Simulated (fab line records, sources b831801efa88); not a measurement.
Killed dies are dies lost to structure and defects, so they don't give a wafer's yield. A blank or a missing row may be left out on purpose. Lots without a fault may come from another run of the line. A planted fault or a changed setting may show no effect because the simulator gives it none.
fab line records | flow sky130 | part 2 of 2: steps 29 to 41 of 41
record lots=5 wafers=15 last_day=49
route steps=708 shown SD_N@358 SD_P@359 RES_XHIGH@360 SALICIDE@361 LI_CONTACT@362 LOCAL_INTERCONNECT@387
lots that met no fault: from a run of the same line without faults
start_h: hours from the record's first day to the start of the lot's first wafer shown | wait_h: hours since the lot's step before | " the same as in the row above | L1.1+2: a row that stands for several wafers | - no value, or no start given | * or withheld: withheld | < > ~ a bound
route shown NAME@n: a module of which the file shows steps, and the number in the route of the first | usual: mean/standard deviation of fault-free wafers | same: alike in all rows | chamber/n: place in a boat | sites: the reading at each site | _std_site: their standard deviation | _edge_site: outer sites' mean less inner sites' | radius_mm: how far each site lies from the wafer's centre | mask NAME#n: copy n | behind: the tool/chamber that last shaped the wafer | hold: why the lot was held/for how many hours/how that ended | device: the transistor (n, p or np) that didn't switch | end of line: the same wafers' tests at the end of the route | a step without rows: its recipe alone | killed: dies lost to structure and defects at the first sort, not the wafer's yield | map: a wafer's dies, x killed, . not, _ none there
set.NAME: the setting as run; set.NAME@STEP: as run at that earlier step | model.NAME: the simulator's own value behind a step, which no gauge read
lots at some steps of the route; a table a step, a row a wafer
services: from which hour (start_h, from the record's first day; less than 0 if before it) a tool's chamber was out of use, for how many hours, and why
## steps
# step SKY_LI_CONTACT_CMP_24
# recipe stop_on=PSG t_overpolish_s=20 down_force_psi=3.5 platen_rpm=60 target_thk_nm=0 pad_velocity_m_s=0.94248
# usual head_pressure_psi=3.500/0.0072 motor_current_A=11.0/1.3 overpolish_run_s=20.001/0.01 retaining_ring_pressure_frac=1.001/0.0052 time_to_endpoint_s=100/4
# columns lot.wafer tool chamber start_h wait_h head_pressure_psi motor_current_A overpolish_run_s retaining_ring_pressure_frac time_to_endpoint_s
L078.4 cmp-01 3 719.24 0.0 3.498 11.4 20.001 0.994 97
L078.2 " 0 " " 3.508 14.7 20.009 1.004 98
L078.3 " 2 " " 3.504 10.5 19.998 1.002 96
L084.1 cmp-01 1 757.06 0.2 3.497 10.1 19.994 0.996 102
L084.2 " 3 " " 3.505 11.8 20.001 0.994 100
L084.6 " 0 " " 3.502 13.5 20.001 1.004 98
L090.2 cmp-02 3 794.71 0.1 3.495 9.4 20.005 1.002 100
L090.3 " 1 " " 3.501 10.2 20.006 1.003 99
L090.6 " 0 " " 3.502 11.8 20.003 0.997 97
L091.1 cmp-01 0 818.33 0.1 3.513 13.3 20.008 1.006 95
L091.4 " 1 " " 3.504 9.5 20.009 0.994 101
L091.6 " 0 " " 3.500 14.1 20.000 0.997 92
L094.2 cmp-01 1 827.12 0.0 3.512 9.4 20.000 1.003 100
L094.3 " 2 " " 3.489 11.0 20.009 0.995 94
L094.6 " 1 " " 3.502 9.4 19.987 1.005 105
# step SKY_LOCAL_INTERCONNECT_SPUTTER_00
# recipe material=TiN target_thk_nm=100 temp_c=300 power_w=6500 time_s=83.3 chamber_pressure_pa=0.4
# usual chamber_pressure_pa=0.4000/0.00084 throttle_valve_pct=30.0/0.92
# columns lot.wafer tool chamber start_h wait_h chamber_pressure_pa throttle_valve_pct
L078.2 pvd_sputter-04 - 719.54 0.2 0.3986 30.9
L078.3 " - " " 0.3990 28.0
L078.4 " - " " 0.4008 31.1
L084.1 pvd_sputter-04 - 757.31 0.2 0.4002 30.7
L084.2 " - " " 0.3995 30.3
L084.6 " - " " 0.3998 30.1
L090.2 pvd_sputter-02 - 795.01 0.2 0.4007 29.7
L090.3 " - " " 0.3999 30.3
L090.6 " - " " 0.3997 30.4
L091.1 pvd_sputter-04 - 818.58 0.2 0.3998 31.5
L091.4 " - " " 0.3995 30.9
L091.6 " - " " 0.4013 30.2
L094.2 pvd_sputter-02 - 827.42 0.2 0.4004 30.1
L094.3 " - " " 0.4009 29.8
L094.6 " - " " 0.4010 30.4
# step SKY_LOCAL_INTERCONNECT_RS_MEAS_01
# recipe thk_meas_gauge=four-point-probe reads=TiN_of_LOCAL_INTERCONNECT_SPUTTER_00
# usual LOCAL_INTERCONNECT_TIN_RS=14.03/0.16
# columns lot.wafer tool chamber start_h wait_h LOCAL_INTERCONNECT_TIN_RS[ohm/sq]
L078.2 film_metro-01 - 719.63 0.1 14.03
L078.3 " - " " 13.98
L078.4 " - " " 14.10
L084.1 film_metro-01 - 757.37 0.0 14.07
L084.2 " - " " 14.09
L084.6 " - " " 14.01
L090.2 film_metro-03 - 795.10 0.1 14.17
L090.3 " - " " 14.08
L090.6 " - " " 14.02
L091.1 film_metro-04 - 818.65 0.0 13.80
L091.4 " - " " 13.94
L091.6 " - " " 13.86
L094.2 film_metro-01 - 827.51 0.1 13.89
L094.3 " - " " 14.05
L094.6 " - " " 13.99
# step SKY_LOCAL_INTERCONNECT_THK_MEAS_02
# recipe thk_meas_gauge=xrf reads=TiN_of_LOCAL_INTERCONNECT_SPUTTER_00
# usual LOCAL_INTERCONNECT_TIN_THK=101.7/1.2
# columns lot.wafer tool chamber start_h wait_h LOCAL_INTERCONNECT_TIN_THK[nm]
L078.2 film_metro-01 - 719.74 0.1 100.9
L078.3 " - " " 101.2
L078.4 " - " " 100.5
L084.1 film_metro-01 - 757.49 0.1 100.7
L084.2 " - " " 100.7
L084.6 " - " " 101.0
L090.2 film_metro-03 - 795.21 0.1 100.3
L090.3 " - " " 101.0
L090.6 " - " " 101.6
L091.1 film_metro-04 - 818.77 0.1 103.8
L091.4 " - " " 103.3
L091.6 " - " " 103.6
L094.2 film_metro-01 - 827.62 0.1 102.1
L094.3 " - " " 100.5
L094.6 " - " " 101.2
# step SKY_LOCAL_INTERCONNECT_DEHYDRATE_03
# recipe temp_c=200 time_s=60
# columns lot.wafer tool chamber start_h wait_h
L078.2+3+4 litho_track-02 0 732.57 12.8
L084.1+2+6 litho_track-02 0 768.45 10.9
L090.2+3+6 litho_track-03 0 808.60 13.4
L091.1+4+6 litho_track-01 0 830.15 11.4
L094.2+3+6 litho_track-01 0 840.47 12.8
# step SKY_LOCAL_INTERCONNECT_HMDS_04
# recipe prime_time_s=60 prime_temp_c=120
# columns lot.wafer tool chamber start_h wait_h
L078.2+3+4 litho_track-02 0 732.72 0.1
L084.1+2+6 litho_track-02 0 768.60 0.1
L090.2+3+6 litho_track-03 0 808.75 0.1
L091.1+4+6 litho_track-01 0 830.30 0.1
L094.2+3+6 litho_track-01 0 840.62 0.1
# step SKY_LOCAL_INTERCONNECT_COAT_05
# recipe resist=BARC temp_c=withheld time_s=withheld spin_rpm=3000 resist_thk_nm=60
# columns lot.wafer tool chamber start_h wait_h
L078.2+3+4 litho_track-02 0 732.87 0.1
L084.1+2+6 litho_track-02 0 768.75 0.1
L090.2+3+6 litho_track-03 0 808.90 0.1
L091.1+4+6 litho_track-01 0 830.45 0.1
L094.2+3+6 litho_track-01 0 840.77 0.1
# step SKY_LOCAL_INTERCONNECT_COAT_06
# recipe resist=KrF-thick spin_rpm=3000 resist_thk_nm=450
# columns lot.wafer tool chamber start_h wait_h
L078.2+3+4 litho_track-02 0 - -
L084.1+2+6 litho_track-02 0 - -
L090.2+3+6 litho_track-03 0 - -
L091.1+4+6 litho_track-01 0 - -
L094.2+3+6 litho_track-01 0 - -
# step SKY_LOCAL_INTERCONNECT_SOFTBAKE_07
# recipe temp_c=100 time_s=90 resist=KrF-thick
# columns lot.wafer tool chamber start_h wait_h
L078.2+3+4 litho_track-02 0 - -
L084.1+2+6 litho_track-02 0 - -
L090.2+3+6 litho_track-03 0 - -
L091.1+4+6 litho_track-01 0 - -
L094.2+3+6 litho_track-01 0 - -
# step SKY_LOCAL_INTERCONNECT_EXPOSE_08
# recipe mask_id=LI1M na=0.8 source_shape=annular sigma_inner=0.55 sigma_outer=0.85 target_cd_nm=170 dose_mj=28
# columns lot.wafer tool chamber start_h wait_h mask
L078.2+3+4 krf_scanner-01 0 - - LI1M#0
L084.1+2+6 krf_scanner-01 0 - - LI1M#0
L090.2+3+6 krf_scanner-01 0 - - LI1M#0
L091.1+4+6 krf_scanner-01 0 - - LI1M#0
L094.2+3+6 krf_scanner-01 0 - - LI1M#0
# step SKY_LOCAL_INTERCONNECT_PEB_09
# recipe peb_temp_c=withheld peb_time_s=withheld resist=KrF-thick
# columns lot.wafer tool chamber start_h wait_h
L078.2+3+4 litho_track-02 0 - -
L084.1+2+6 litho_track-01 0 - -
L090.2+3+6 litho_track-02 0 - -
L091.1+4+6 litho_track-01 0 - -
L094.2+3+6 litho_track-02 0 - -
# step SKY_LOCAL_INTERCONNECT_DEVELOP_10
# recipe develop_time_s=60 resist=KrF-thick dev_temp_c=21
# columns lot.wafer tool chamber start_h wait_h
L078.2+3+4 litho_track-02 0 - -
L084.1+2+6 litho_track-01 0 - -
L090.2+3+6 litho_track-02 0 - -
L091.1+4+6 litho_track-01 0 - -
L094.2+3+6 litho_track-02 0 - -
# step SKY_LOCAL_INTERCONNECT_CD_MEAS_11
# recipe target_cd_nm=170
# usual cd_nm=170.2/1.6
# columns lot.wafer tool chamber start_h wait_h cd_nm
L078.2 cd_sem-02 - 746.82 - 167.6
L078.3 " - " " 170.2
L078.4 " - " " 168.6
L084.1 cd_sem-01 - 783.87 - 167.6
L084.2 " - " " 167.7
L084.6 " - " " 168.1
L090.2 cd_sem-02 - 822.07 - 168.3
L090.3 " - " " 169.3
L090.6 " - " " 169.3
L091.1 cd_sem-02 - 843.95 - 170.7
L091.4 " - " " 170.6
L091.6 " - " " 169.9
L094.2 cd_sem-02 - 853.79 - 170.0
L094.3 " - " " 170.4
L094.6 " - " " 171.5
## services
# columns tool chamber start_h hours kind
krf_scanner-01 - 669.32 1.6 repair
pvd_sputter-02 - 672.13 4.5 repair
cmp-02 - 675.08 3.3 repair
cmp-02 - 680.47 9.2 pm
krf_scanner-01 - 687.94 0.5 repair
krf_scanner-01 - 712.14 0.3 repair
pvd_sputter-01 - 734.27 2.1 repair
rie_diel-04 - 737.97 14.6 pm
cmp-02 - 742.35 1.7 repair
cmp-01 - 743.97 1.0 repair
cmp-02 - 744.89 2.7 repair
cmp-02 - 747.62 14.4 pm
krf_scanner-01 - 750.47 1.3 pm
krf_scanner-01 - 751.77 0.8 pm
cmp-02 - 762.07 4.0 pm
krf_scanner-01 - 765.81 3.3 repair
cmp-01 - 770.88 1.5 repair
krf_scanner-01 - 772.52 1.0 pm
pvd_sputter-01 - 781.32 3.5 repair
cmp-02 - 815.71 1.3 repair
pvd_sputter-01 - 818.41 4.4 repair
cmp-02 - 824.36 1.0 repair
cmp-01 - 841.60 0.8 repair
krf_scanner-01 - 849.07 4.0 pm
